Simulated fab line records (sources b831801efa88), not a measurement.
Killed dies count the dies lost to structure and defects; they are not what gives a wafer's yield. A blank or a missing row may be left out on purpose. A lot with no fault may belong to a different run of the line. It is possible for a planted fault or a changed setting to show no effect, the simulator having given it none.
8D (eight disciplines) problem report, filled in by code	flow gf180mcu	the parts of the form that need people (team, actions taken, sign-off) are left out

== 1. THE ISSUE ==
Wafers with no fault read 15.001 s with a standard deviation of 0.0085, whereas overpolish run s at GF_V1_CMP_26 reads a mean of 0.047 s on 1 wafer of 1 lot. So: -99 or more standard deviations from the usual mean.
The step: polishes, stops on SiO2, t overpolish 15 s, target thk 0 nm.
Earliest sighting: wafer L111.3 on cmp-02 at day 20 13:06. At this step, 39 wafers from 13 lots have a number in the record. Rule for "out", or "out of limits": more than 4 standard deviations from the usual mean. Any other wafer with a number is counted as sound.

== 2. WHAT THIS IS AND IS NOT ==
question	is	is not
which readings at this step	overpolish run s, time to endpoint s	motor current A, retaining ring pressure frac, slurry flow ml min
which lots	L111	L107, L108, L114, L118, L119, L122, L123, L124, L125, L126, L127, L128
which wafers of those lots	L111.3	L111.2, L111.4
read on which tools	cmp-02	cmp-01
when	from day 20 13:06	up to then (8 sound wafers); but 30 sound wafers of L114, L118, L119, L122, L123, L124, L125, L126, L127, L128 came after

== 3. THE SUSPECTS, EACH WITH WHAT RULES IT OUT ==
Counting: any tool at a process step up to the reading remains a suspect provided it ran every lot that is out. Sound lots after the first of them don't rule it out here, since some wafers of a struck lot are sound.
- cmp-02 at GF_V1_CMP_26 (polishes, stops on SiO2, t overpolish 15 s, target thk 0 nm): kept. The lot that is out, L111, ran on it at day 20 13:06; the last sound lot it ran before that was L108, at day 19 11:54. Its own overpolish run s, time to endpoint s readings are out on those wafers.
- In cmp-02 at GF_V1_CMP_26, the wafers that are out were processed in chamber 1 and their sound lot-mates in chambers 0, 2.
After counting, what remains is cmp-02 at GF_V1_CMP_26.

== 4. THE CAUSE (what the simulator had put in) ==
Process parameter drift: cmp-02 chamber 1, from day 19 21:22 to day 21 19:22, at GF_V1_CMP_26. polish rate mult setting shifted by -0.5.
After counting, this tool was the only one left.

== 5. THE CHAIN OF EFFECTS, in route order ==
Each row: a reading where the mean over the struck wafers with a number is more than 3 standard deviations away from the usual. Only readings for which the record gives a usual standard deviation are gone through. hours: the time from each lot's start at the first step in this table that gives one to its start at this step, as a median over the lots. sigmas: the change in usual standard deviations.
hours	step	reading	usual	on struck wafers	change	sigmas
0	GF_V1_CMP_26	overpolish run s	15.001 s	0.047	-14.954	-99 or more
0	GF_V1_CMP_26	time to endpoint s	86 s	129	+43	+13
Its process steps:
- GF_V1_CMP_26: polishes, stops on SiO2, t overpolish 15 s, target thk 0 nm.

== 6. WHAT WOULD HAVE CAUGHT IT SOONER ==
The fault began at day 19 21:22; the first out-of-limits reading in this record came at day 20 13:06, 16 hours later.
